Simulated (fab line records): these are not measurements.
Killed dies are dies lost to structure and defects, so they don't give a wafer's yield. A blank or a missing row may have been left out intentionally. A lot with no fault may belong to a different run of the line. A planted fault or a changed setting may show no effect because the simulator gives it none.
fab line records    flow sky130
[record] lots = 5  wafers = 15  last-day = 49
route steps=708 shown METAL5@664 PAD_OPEN@708
lots untouched by any fault: they come from a run of this same line in which no faults occurred
start-h: hours from the record's opening day to when the first of the lot's shown wafers began    wait-h: time in hours since the lot's previous step    " same as the row above    L1.1+2: a row that stands for several wafers    - no value, or no start given    * or withheld: withheld    < > ~ a bound
route shown NAME@n: names a module that has steps shown in the file, with the first one's number in the route    usual: the fault-free wafers' mean and standard deviation    same: alike in all rows    chamber/n: place in a boat    sites: per-site readings    _std_site: their standard deviation    _edge_site: the outer-site mean with the inner-site mean subtracted    radius-mm: how far each site lies from the wafer's centre    mask NAME#n: copy n    behind: the most recent tool/chamber to have shaped the wafer    hold: the reason the lot was held/the length of the hold in hours/how it ended    device: the n, p or np transistor that did not switch    end of line: the same wafers' tests at the end of the route    a step without rows: its recipe alone    killed: count of dies lost to structure and defects at first sort (not the wafer's yield)    map: shows each die of a wafer: x if killed, . if not, _ if none is there
set.NAME: the setting as run; set.NAME@STEP: as run at that earlier step    model.NAME: the simulator's own value behind a step, which no gauge read
lots at selected steps of the route; one table per step, one row per wafer
services: a tool's chamber out of use, with start hour (start-h, from the record's first day; less than 0 if before it), hours out, and reason
[[steps]]
[step SKY_METAL5_SPUTTER_03]
[recipe] material = Ti  target-thk-nm = 5  power-w = 3000  time-s = 3.3  chamber-pressure-pa = 0.4
[usual] throttle-valve-pct = 30.2/0.71
lot.wafer  tool            chamber  start-h  wait-h  throttle-valve-pct
L171.1     pvd-sputter-03  -        1046.91  0.0     31.8
L171.5     "               -        "        "       29.8
L171.6     "               -        "        "       30.5
L172.2     pvd-sputter-03  -        1049.38  0.0     30.6
L172.4     "               -        "        "       29.9
L172.5     "               -        "        "       30.7
L181.1     pvd-sputter-01  -        1105.78  0.0     30.5
L181.5     "               -        "        "       31.0
L181.6     "               -        "        "       30.4
L184.2     pvd-sputter-01  -        1113.45  0.0     30.8
L184.3     "               -        "        "       30.2
L184.4     "               -        "        "       30.2
L185.2     pvd-sputter-01  -        1125.28  0.0     29.3
L185.4     "               -        "        "       30.3
L185.6     "               -        "        "       30.5
[step SKY_METAL5_SPUTTER_04]
[recipe] material = TiN  target-thk-nm = 70  power-w = 6500  time-s = 58.3  chamber-pressure-pa = 0.4
[usual] throttle-valve-pct = 30.2/0.72
lot.wafer  tool            chamber  start-h  wait-h  throttle-valve-pct
L171.1     pvd-sputter-03  -        1046.93  0.0     32.0
L171.5     "               -        "        "       29.7
L171.6     "               -        "        "       30.4
L172.2     pvd-sputter-03  -        1049.40  0.0     30.6
L172.4     "               -        "        "       29.9
L172.5     "               -        "        "       30.7
L181.1     pvd-sputter-01  -        1105.80  0.0     30.4
L181.5     "               -        "        "       30.7
L181.6     "               -        "        "       30.6
L184.2     pvd-sputter-01  -        1113.47  0.0     30.5
L184.3     "               -        "        "       30.4
L184.4     "               -        "        "       30.2
L185.2     pvd-sputter-01  -        1125.30  0.0     29.2
L185.4     "               -        "        "       30.2
L185.6     "               -        "        "       30.2
[step SKY_METAL5_RS_MEAS_05]
[recipe] thk-meas-gauge = four-point-probe  reads = TiN_of_METAL5_SPUTTER_04+Ti_of_METAL5_SPUTTER_03+AlCu_of_METAL5_SPUTTER_02+TiN_of_METAL5_SPUTTER_01+Ti_of_METAL5_SPUTTER_00
[usual] METAL5_ALCU_RS = 0.0270/0.00035
lot.wafer  tool           chamber  start-h  wait-h  METAL5_ALCU_RS[ohm/sq]
L171.1     film-metro-04  -        1046.98  0.0     0.0272
L171.5     "              -        "        "       0.0272
L171.6     "              -        "        "       0.0271
L172.2     film-metro-03  -        1049.47  0.0     0.0273
L172.4     "              -        "        "       0.0270
L172.5     "              -        "        "       0.0271
L181.1     film-metro-03  -        1105.85  0.0     0.0271
L181.5     "              -        "        "       0.0272
L181.6     "              -        "        "       0.0273
L184.2     film-metro-03  -        1113.53  0.0     0.0269
L184.3     "              -        "        "       0.0271
L184.4     "              -        "        "       0.0273
L185.2     film-metro-03  -        1125.37  0.0     0.0268
L185.4     "              -        "        "       0.0269
L185.6     "              -        "        "       0.0269
[step SKY_METAL5_THK_MEAS_06]
[recipe] thk-meas-gauge = xrf  reads = AlCu_of_METAL5_SPUTTER_02
[usual] METAL5_ALCU_THK = 1147/15
lot.wafer  tool           chamber  start-h  wait-h  METAL5_ALCU_THK[nm]
L171.1     film-metro-04  -        1047.10  0.1     1137
L171.5     "              -        "        "       1147
L171.6     "              -        "        "       1147
L172.2     film-metro-03  -        1049.58  0.1     1135
L172.4     "              -        "        "       1144
L172.5     "              -        "        "       1150
L181.1     film-metro-03  -        1105.97  0.1     1147
L181.5     "              -        "        "       1143
L181.6     "              -        "        "       1143
L184.2     film-metro-03  -        1113.64  0.1     1153
L184.3     "              -        "        "       1144
L184.4     "              -        "        "       1128
L185.2     film-metro-03  -        1125.48  0.1     1161
L185.4     "              -        "        "       1154
L185.6     "              -        "        "       1161
[step SKY_METAL5_DEHYDRATE_07]
[recipe] temp-c = 200  time-s = 60
[step SKY_METAL5_HMDS_08]
[recipe] prime-time-s = 60  prime-temp-c = 120
[step SKY_METAL5_COAT_09]
[recipe] resist = NOVOLAK  spin-rpm = 3000  resist-thk-nm = 1800
[step SKY_METAL5_SOFTBAKE_10]
[recipe] temp-c = 90  time-s = 60  resist = NOVOLAK
[step SKY_METAL5_EXPOSE_11]
[recipe] mask-id = MM5  na = 0.6  source-shape = conventional  sigma-outer = 0.6  polarization = unpolarized  target-cd-nm = 1600  dose-mj = 190
[step SKY_METAL5_PEB_12]
[recipe] temp-c = withheld  time-s = *  resist = NOVOLAK
[step SKY_METAL5_DEVELOP_13]
[recipe] resist = NOVOLAK  developer = TMAH  develop-time-s = 60  dev-temp-c = 23
[step SKY_METAL5_DESCUM_14]
[recipe] chemistry = O2  source-power-w = 150  bias-power-w = 0  pressure-mtorr = 10  temp-c = 40  time-s = 11
[usual] chamber-pressure-mTorr = 10.000/0.01  drypump-motor-current-A = 5.6/0.57  oes-product-au = 0.999/0.0074
lot.wafer  tool          chamber  start-h  wait-h  chamber-pressure-mTorr  drypump-motor-current-A  oes-product-au  rf-hours-counter-h
L171.1     rie-metal-01  1        1068.12  0.1     10.006                  6.3                      0.987           12
L171.5     "             0        "        "       9.982                   6.5                      0.992           -
L171.6     "             1        "        "       9.999                   6.3                      0.992           -
L172.2     rie-metal-04  1        1070.97  0.1     9.995                   5.2                      1.001           16
L172.4     "             1        "        "       10.003                  5.2                      0.998           -
L172.5     "             0        "        "       9.993                   5.1                      1.003           -
L181.1     rie-metal-02  0        1125.54  0.1     9.982                   4.9                      0.987           22
L181.5     "             1        "        "       10.002                  5.7                      0.996           -
L181.6     "             0        "        "       10.007                  4.9                      0.991           -
L184.2     rie-metal-01  0        1132.99  0.1     9.994                   6.5                      0.991           2
L184.3     "             0        "        "       9.992                   6.5                      0.999           -
L184.4     "             1        "        "       10.011                  6.2                      1.013           -
L185.2     rie-metal-01  0        1144.87  0.1     9.987                   6.5                      0.993           3
L185.4     "             1        "        "       10.012                  6.3                      1.009           -
L185.6     "             0        "        "       9.997                   6.5                      0.984           -
[step SKY_METAL5_METAL_ETCH_15]
[recipe] target-depth-a = 12600  stop-on = SiO2  over-etch-frac = 0.2  time-s = 252  chemistry = Cl2/BCl3  resist-sidewall-deg = 86  pressure-mtorr = 10  icp-w = 900  bias-w = 48.5  Cl2_flow_sccm = 60  bcl3-flow-sccm = 30
[usual] bcl3-flow-sccm = 30.01/0.089  chamber-pressure-mTorr = 10.000/0.009  drypump-motor-current-A = 5.6/0.57  mfc-cl2-sccm = 59.98/0.2  oes-product-au = 0.894/0.0052  over-etch-frac = 0.2/0  throttle-valve-pct = 22.264/0.0095
lot.wafer  tool          chamber  start-h  wait-h  bcl3-flow-sccm  chamber-pressure-mTorr  drypump-motor-current-A  mfc-cl2-sccm  oes-product-au  over-etch-frac  rf-hours-counter-h  throttle-valve-pct  model.NOVOLAK_of_METAL5_COAT_09.thk-nm  model.METAL5.cd-nm  model.SiO2_of_VIA4_HDPCVD_00.thk-nm
L171.1     rie-metal-01  1        1068.15  0.0     30.08           9.997                   6.2                      60.23         0.896           0.2             12                  22.259              1024                                    1604                548.8
L171.5     "             0        "        "       29.99           10.013                  6.5                      59.94         0.894           0.2             -                   22.257              1019                                    1596                547.6
L171.6     "             1        "        "       30.01           10.009                  6.3                      60.06         0.894           0.2             -                   22.269              1034                                    1603                549.4
L172.2     rie-metal-04  1        1071.00  0.0     30.00           9.998                   5.2                      59.99         0.886           0.2             16                  22.262              1047                                    1600                548.6
L172.4     "             1        "        "       30.00           9.998                   5.2                      59.97         0.898           0.2             -                   22.248              1054                                    1602                547.9
L172.5     "             0        "        "       30.07           10.007                  5.1                      60.25         0.909           0.2             -                   22.262              1029                                    1603                549.5
L181.1     rie-metal-02  0        1125.57  0.0     29.84           10.001                  4.9                      59.81         0.832           0.34468         22                  22.272              949.2                                   1597                547
L181.5     "             1        "        "       30.17           10.002                  5.7                      60.07         0.893           0.2             -                   22.256              1038                                    1601                550.1
L181.6     "             0        "        "       30.12           10.001                  4.9                      60.08         0.828           0.34468         -                   22.252              950.6                                   1596                548.6
L184.2     rie-metal-01  0        1133.02  0.0     30.05           10.008                  6.5                      60.06         0.898           0.2             2                   22.263              1045                                    1601                549.6
L184.3     "             0        "        "       30.06           10.007                  6.5                      60.37         0.889           0.2             -                   22.268              1036                                    1601                548.8
L184.4     "             1        "        "       29.96           10.011                  6.3                      59.76         0.900           0.2             -                   22.266              1028                                    1601                547.9
L185.2     rie-metal-01  0        1144.90  0.0     30.12           9.990                   6.6                      60.02         0.897           0.2             3                   22.250              1030                                    1598                547.8
L185.4     "             1        "        "       30.03           9.981                   6.3                      60.03         0.888           0.2             -                   22.279              1031                                    1602                549.1
L185.6     "             0        "        "       30.03           10.001                  6.5                      60.16         0.888           0.2             -                   22.243              1041                                    1603                549.3
[step SKY_METAL5_STRIP_16]
[recipe] chemistry = O2/N2  power-w = 1400  pressure-mtorr = 1500  platen-temp-c = withheld  o2-flow-sccm = 3000  n2-flow-sccm = 300  overash-fraction = 0.5
[usual] chamber-pressure-mTorr = 1500.0/1.3  drypump-motor-current-A = 5.45/0.19  n2-flow-sccm = 299.9/0.98  oes-product-au = 0.710/0.0044  strip-time-to-endpoint-s = 13.11/0.095
lot.wafer  tool             chamber  start-h  wait-h  chamber-pressure-mTorr  drypump-motor-current-A  n2-flow-sccm  oes-product-au  rf-hours-counter-h  strip-time-to-endpoint-s
L171.1     plasma-asher-04  1        1068.38  0.2     1500.6                  5.80                     300.4         0.711           0                   12.94
L171.5     "                0        "        "       1501.1                  5.39                     300.6         0.709           -                   12.88
L171.6     "                1        "        "       1501.1                  5.78                     299.9         0.712           -                   13.04
L172.2     plasma-asher-03  0        1071.23  0.2     1498.9                  5.25                     297.9         0.713           63                  13.23
L172.4     "                1        "        "       1498.9                  5.39                     300.3         0.711           -                   13.26
L172.5     "                1        "        "       1499.4                  5.39                     301.6         0.711           -                   13.01
L181.1     plasma-asher-01  1        1125.81  0.2     1501.3                  5.32                     300.4         0.711           102                 12.14
L181.5     "                0        "        "       1497.5                  5.37                     299.8         0.718           -                   13.10
L181.6     "                1        "        "       1498.0                  5.31                     300.0         0.711           -                   12.16
L184.2     plasma-asher-03  1        1133.26  0.2     1499.1                  5.42                     302.4         0.707           68                  13.20
L184.3     "                0        "        "       1502.8                  5.26                     300.8         0.709           -                   13.08
L184.4     "                1        "        "       1501.0                  5.40                     300.5         0.711           -                   12.99
L185.2     plasma-asher-04  1        1145.14  0.2     1502.1                  5.80                     299.6         0.709           8                   13.03
L185.4     "                1        "        "       1502.4                  5.80                     299.4         0.712           -                   13.03
L185.6     "                1        "        "       1501.3                  5.81                     299.4         0.704           -                   13.16
[step SKY_METAL5_STRIP_17]
[recipe] chemistry = post-etch-residue-remover  time-s = 1200  temp-c = 72.5
[step SKY_PAD_OPEN_PROBE_99]
[usual] defect-limited-yield = 82.3/1.9  killed_at_M0_to_M3 = 43/7.4  killed_at_M4_up = 3.3/2  killed-at-contacts = 24/5.4  killed-at-front-end = 16/4.2  killed-at-other = 0.3/0.61  killed-dies = 87/9.4  killed-open = 47/7.3  killed-short = 40/6.7  sort_bin_3_pad_short = 0.9/0.43  sort_bin_5_function = 10.4/1.4  sort_bin_6_memory = 6.4/1.2  sort-n-pass = 405/9.4  sort-yield-pct = 82.3/1.9
[same] gross-dies = 492  killed-at-back-side = 0  sort_bin_4_leakage[%] = 0  sort_bin_8_speed[%] = 0
lot.wafer  tool       chamber  start-h  wait-h  defect-limited-yield[%]  killed_at_M0_to_M3  killed_at_M4_up  killed-at-contacts  killed-at-front-end  killed-at-other  killed-dies  killed-open  killed-short  sort_bin_3_pad_short[%]  sort_bin_5_function[%]  sort_bin_6_memory[%]  sort-n-pass  sort-yield-pct[%]  model.etest.met5.width-nm
L171.1     prober-02  -        1113.83  0.1     83.7                     33                  4                27                  16                   0                80           35           44            0.8                      9.1                     6.3                   412          83.7               1606
L171.5     prober-02  -        1114.03  0.2     80.9                     46                  2                33                  13                   0                94           55           39            0.6                      10.4                    8.1                   398          80.9               1594
L171.6     prober-02  -        1114.08  0.2     82.9                     32                  5                24                  23                   0                84           44           40            0.6                      9.3                     7.1                   408          82.9               1605
L172.2     prober-01  -        1115.88  0.1     82.3                     49                  2                15                  19                   2                87           41           44            0.8                      9.6                     7.3                   405          82.3               1600
L172.4     prober-01  -        1115.98  0.2     80.3                     49                  4                25                  19                   0                97           57           40            1.4                      11.2                    7.1                   395          80.3               1602
L172.5     prober-01  -        1116.03  0.2     84.3                     42                  2                19                  14                   0                77           33           43            1.4                      9.1                     5.1                   415          84.3               1602
L181.1     prober-02  -        1167.03  0.1     79.3                     53                  2                23                  23                   1                102          59           43            1.2                      11.2                    8.3                   390          79.3               1596
L181.5     prober-02  -        1167.23  0.2     81.1                     33                  4                32                  23                   1                93           41           50            1.4                      11.8                    5.7                   399          81.1               1598
L181.6     prober-02  -        1167.28  0.2     82.5                     39                  2                24                  21                   0                86           51           35            0.6                      11.4                    5.5                   406          82.5               1595
L184.2     prober-02  -        1172.60  0.1     81.5                     42                  3                30                  16                   0                91           47           44            1.0                      11.0                    6.5                   401          81.5               1603
L184.3     prober-02  -        1172.65  0.2     82.1                     44                  3                19                  22                   0                88           49           39            1.0                      11.0                    5.9                   404          82.1               1602
L184.4     prober-02  -        1172.70  0.2     84.8                     32                  4                23                  16                   0                75           36           39            1.4                      8.1                     5.7                   417          84.8               1600
L185.2     prober-01  -        1183.60  0.1     78.7                     59                  1                32                  12                   1                105          59           46            2.0                      12.8                    6.5                   387          78.7               1597
L185.4     prober-01  -        1183.70  0.2     82.7                     41                  3                18                  23                   0                85           43           42            0.8                      10.0                    6.5                   407          82.7               1598
L185.6     prober-01  -        1183.80  0.2     77.8                     58                  12               21                  18                   0                109          56           53            1.2                      12.2                    8.7                   383          77.8               1600
// killed by level:class
L171.1 VIA1:geometric-particle:open=9 METAL2:geometric-particle:short=9 LI_CONTACT:geometric-particle:open=6 CONTACT:geometric-particle:open=6 LI_CONTACT:geometric-particle:short=5 CONTACT:geometric-particle:short=5 METAL3:geometric-particle:short=5 FIELD_ISO:geometric-particle:open=4
L171.5 LI_CONTACT:geometric-particle:open=13 CONTACT:geometric-particle:open=12 VIA3:geometric-particle:open=8 VIA1:geometric-particle:open=8 VIA2:geometric-particle:open=8 METAL1:geometric-particle:short=6 VIA1:geometric-particle:short=6 METAL2:geometric-particle:short=5
L171.6 VIA1:geometric-particle:open=6 CONTACT:geometric-particle:open=6 FIELD_ISO:geometric-particle:open=5 POLY_GATE:geometric-particle:open=5 LI_CONTACT:geometric-particle:open=5 CONTACT:geometric-particle:short=5 METAL1:geometric-particle:short=5 VIA1:geometric-particle:short=5
L172.2 METAL1:geometric-particle:short=9 VIA3:geometric-particle:short=8 LI_CONTACT:geometric-particle:open=7 VIA1:geometric-particle:open=7 METAL2:geometric-particle:short=7 VIA2:geometric-particle:open=6 FIELD_ISO:geometric-particle:open=5 POLY_GATE:geometric-particle:open=5
L172.4 LI_CONTACT:geometric-particle:open=11 VIA1:geometric-particle:open=9 METAL1:geometric-particle:short=7 CONTACT:geometric-particle:open=6 FIELD_ISO:geometric-particle:open=5 POLY_GATE:geometric-particle:open=5 VIA1:geometric-particle:short=5 CONTACT:geometric-particle:short=5
L172.5 VIA2:geometric-particle:open=7 VIA2:geometric-particle:short=7 VIA1:geometric-particle:short=6 METAL1:geometric-particle:short=6 VIA1:geometric-particle:open=5 LI_CONTACT:geometric-particle:short=4 LI_CONTACT:geometric-particle:open=4 LOCAL_INTERCONNECT:geometric-particle:short=4
L181.1 VIA1:geometric-particle:open=17 CONTACT:geometric-particle:open=11 POLY_GATE:geometric-particle:open=8 METAL3:geometric-particle:short=7 VIA1:geometric-particle:short=7 CONTACT:geometric-particle:short=6 POLY_GATE:geometric-particle:short=5 LI_CONTACT:geometric-particle:open=5
L181.5 CONTACT:geometric-particle:open=11 POLY_GATE:geometric-particle:short=9 VIA1:geometric-particle:open=8 LI_CONTACT:geometric-particle:open=7 LOCAL_INTERCONNECT:geometric-particle:short=7 METAL2:geometric-particle:short=6 FIELD_ISO:geometric-particle:short=5 CONTACT:geometric-particle:short=5
L181.6 LI_CONTACT:geometric-particle:open=12 VIA1:geometric-particle:open=10 POLY_GATE:geometric-particle:open=7 CONTACT:geometric-particle:open=6 FIELD_ISO:geometric-particle:short=5 CONTACT:geometric-particle:short=5 METAL2:geometric-particle:short=5 VIA3:geometric-particle:open=5
L184.2 VIA1:geometric-particle:short=10 CONTACT:geometric-particle:open=8 CONTACT:geometric-particle:short=8 LI_CONTACT:geometric-particle:open=7 VIA1:geometric-particle:open=7 VIA3:geometric-particle:open=7 METAL1:geometric-particle:short=6 VIA2:geometric-particle:open=6
L184.3 FIELD_ISO:geometric-particle:short=10 LI_CONTACT:geometric-particle:open=8 VIA1:geometric-particle:short=8 FIELD_ISO:geometric-particle:open=7 VIA3:geometric-particle:open=7 METAL1:geometric-particle:short=7 CONTACT:geometric-particle:open=6 VIA2:geometric-particle:open=6
L184.4 CONTACT:geometric-particle:open=8 FIELD_ISO:geometric-particle:open=7 VIA1:geometric-particle:open=7 LOCAL_INTERCONNECT:geometric-particle:short=6 METAL2:geometric-particle:short=6 VIA1:geometric-particle:short=5 METAL1:geometric-particle:short=4 METAL4:geometric-particle:short=4
L185.2 VIA1:geometric-particle:open=16 CONTACT:geometric-particle:open=14 LI_CONTACT:geometric-particle:open=8 METAL1:geometric-particle:short=8 VIA2:geometric-particle:open=8 VIA2:geometric-particle:short=7 VIA3:geometric-particle:open=6 VIA1:geometric-particle:short=6
L185.4 VIA1:geometric-particle:open=11 FIELD_ISO:geometric-particle:open=6 FIELD_ISO:geometric-particle:short=6 CONTACT:geometric-particle:short=6 METAL1:geometric-particle:short=6 VIA3:geometric-particle:open=6 METAL2:geometric-particle:open=5 LI_CONTACT:geometric-particle:open=4
L185.6 VIA1:geometric-particle:open=13 METAL4:geometric-particle:short=10 METAL2:geometric-particle:short=9 FIELD_ISO:geometric-particle:open=8 METAL1:geometric-particle:short=8 VIA2:geometric-particle:open=7 CONTACT:geometric-particle:short=7 CONTACT:geometric-particle:open=7
[[services]]
tool             chamber  start-h  hours  kind
rie-metal-02     0        1023.51  12.7   repair
rie-metal-04     -        1025.21  0.5    repair
pvd-sputter-03   1        1037.11  -      consumable-replace:kit
pvd-sputter-03   1        1037.11  18.0   scheduled-down
pvd-sputter-03   1        1037.11  18.0   vent-cycle
pvd-sputter-01   1        1040.97  -      consumable-replace:kit
pvd-sputter-01   1        1040.97  18.0   scheduled-down
pvd-sputter-01   1        1040.97  18.0   vent-cycle
plasma-asher-04  -        1055.25  9.0    pm
plasma-asher-04  0        1055.25  9.0    vent-cycle
pvd-sputter-01   -        1058.27  3.3    repair
plasma-asher-04  -        1083.20  3.8    repair
plasma-asher-04  -        1085.09  2.1    repair
rie-metal-01     0        1087.02  -      clean
rie-metal-01     0        1087.02  12.1   scheduled-down
rie-metal-01     0        1087.02  12.1   vent-cycle
plasma-asher-03  -        1094.04  4.5    repair
rie-metal-02     0        1097.06  3.3    repair
plasma-asher-01  -        1103.63  2.1    repair
pvd-sputter-03   -        1129.73  1.7    repair
plasma-asher-04  -        1134.72  0.4    repair
pvd-sputter-01   0        1141.61  -      consumable-replace:kit
pvd-sputter-01   0        1141.61  18.0   scheduled-down
pvd-sputter-01   0        1141.61  18.0   vent-cycle
[[key]]
[first-sign] step = SKY_METAL5_METAL_ETCH_15  reading = over-etch-frac  direction = up  sigmas = 99+  usual = 0.2  struck = 0.34468
[effect] step = SKY_METAL5_METAL_ETCH_15  reading = oes-product-au  direction = down  sigmas = 12  usual = 0.894  struck = 0.830
[effect] step = SKY_METAL5_STRIP_16  reading = strip-time-to-endpoint-s  direction = down  sigmas = 10  usual = *  struck = *
[model-effect] step = SKY_METAL5_METAL_ETCH_15  value = NOVOLAK_of_METAL5_COAT_09.thk-nm  without = 1040  struck = 949.9
[model-effect] step = SKY_PAD_OPEN_PROBE_99  value = etest.met5.width-nm  without = 1606  struck = 1595
met-at SKY_METAL5_METAL_ETCH_15
struck-wafers L181.1,L181.6
[fault] kind = process-parameter-drift  tool = rie-metal-02  chamber = 0  onset-h = 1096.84  steps = SKY_METAL5_METAL_ETCH_15  channel = over-etch-frac  offset = 0.14468  shape = step  end-h = 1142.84  acts-in = these-recipes-only  stated = 0.2
